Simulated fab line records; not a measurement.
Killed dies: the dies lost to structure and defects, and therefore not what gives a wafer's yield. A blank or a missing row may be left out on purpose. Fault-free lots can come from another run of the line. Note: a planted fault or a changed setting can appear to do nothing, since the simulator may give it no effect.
Comparing a struck lot with a sound one	flow sky130	15 out of 708 route steps
Sound: the wafers L494.1, L494.4, L494.6. The struck wafers were L507.1, L507.2, L507.5. The cause comes at the end.
For every step that has rows: the tool of each side, followed by ch and its chambers, followed by its first start. Under that, the readings that differ: sound wafers	struck wafers	difference of the means	sigmas: that difference in standard deviations of wafers without a fault.
alike: a reading whose means differ by less than 2 such deviations, as well as words and numbers matching on both sides. not compared: withheld readings; readings where some wafer has no value; bounds like >300 that might hide an equal value; numbers whose values overlap and for which the record gives no deviation.
The two part at a step that has a row with sigmas, a row that says differs or no value, or rows on one side only. Numbers that don't overlap but have no deviation are shown without sigmas and don't part them. A reading missing from all wafers of one side parts the sides only when that side holds two or more wafers.

first, 1 step without rows for these wafers: SKY_POLY_GATE_OXIDATION_20 (stabilise 600 s, purge 300 s, target thk 4 nm).
SKY_POLY_GATE_THK_MEAS_21:
  sound on film metro-02, day 18 19:28; struck on film metro-02, day 22 19:24
  alike: POLY_GATE_OXIDATION_THK
SKY_POLY_GATE_CD_MEAS_22:
  sound on cd sem-01, day 18 19:32; struck on cd sem-01, day 22 19:28
reading	sound	struck	difference	sigmas
cd nm (nm)	154.9 152.9 153.8	150.6 149.0 148.8	-4.4	-2
then, 7 steps without rows for these wafers: SKY_LDD_N_DEHYDRATE_00 (time 60 s); SKY_LDD_N_HMDS_01 (prime time 60 s); SKY_LDD_N_COAT_02 (resist thk 300 nm); SKY_LDD_N_SOFTBAKE_03 (time 60 s); SKY_LDD_N_EXPOSE_04 (exposes mask NTM, target cd 840 nm); SKY_LDD_N_PEB_05; SKY_LDD_N_DEVELOP_06 (develop time 60 s).
SKY_LDD_N_OVL_MEAS_07:
  sound on overlay-02, day 20 02:46; struck on overlay-01, day 24 01:16
  alike: LDD_N_OVL
next, for these wafers, 1 step has no rows: SKY_LDD_N_IMPLANT_08.
SKY_LDD_N_IMPLANT_09:
  sound on implanter-01 ch 0, day 20 02:57; struck on implanter-01 ch 0, day 24 01:27
reading	sound	struck	difference	sigmas
dose ions cm2	7.51e+13 7.513e+13 7.499e+13	7.704e+13 7.709e+13 7.717e+13	+2.027e+12	+23
next, for these wafers, 1 step has no rows: SKY_LDD_N_IMPLANT_10.
-- the record jumps here: 26 days lie between the struck wafers' starts before and after (it left off in module LDD_N and takes up again in module PAD_OPEN, whose first step shown is number 708 of the route) --
SKY_PAD_OPEN_PROBE_99:
  sound on prober-02, day 47 12:13; struck on prober-01, day 49 22:32
  alike: killed_at_M0_to_M3, killed_at_M4_up, killed at contacts, killed at front end, killed at other, killed dies, killed on rim, killed open, killed short

WHERE THEY PART
First at SKY_POLY_GATE_CD_MEAS_22; last, within this record, at SKY_LDD_N_IMPLANT_09. Later steps at which nothing parts them and some readings are alike: SKY_PAD_OPEN_PROBE_99.

WHY: what had been put in by the simulator
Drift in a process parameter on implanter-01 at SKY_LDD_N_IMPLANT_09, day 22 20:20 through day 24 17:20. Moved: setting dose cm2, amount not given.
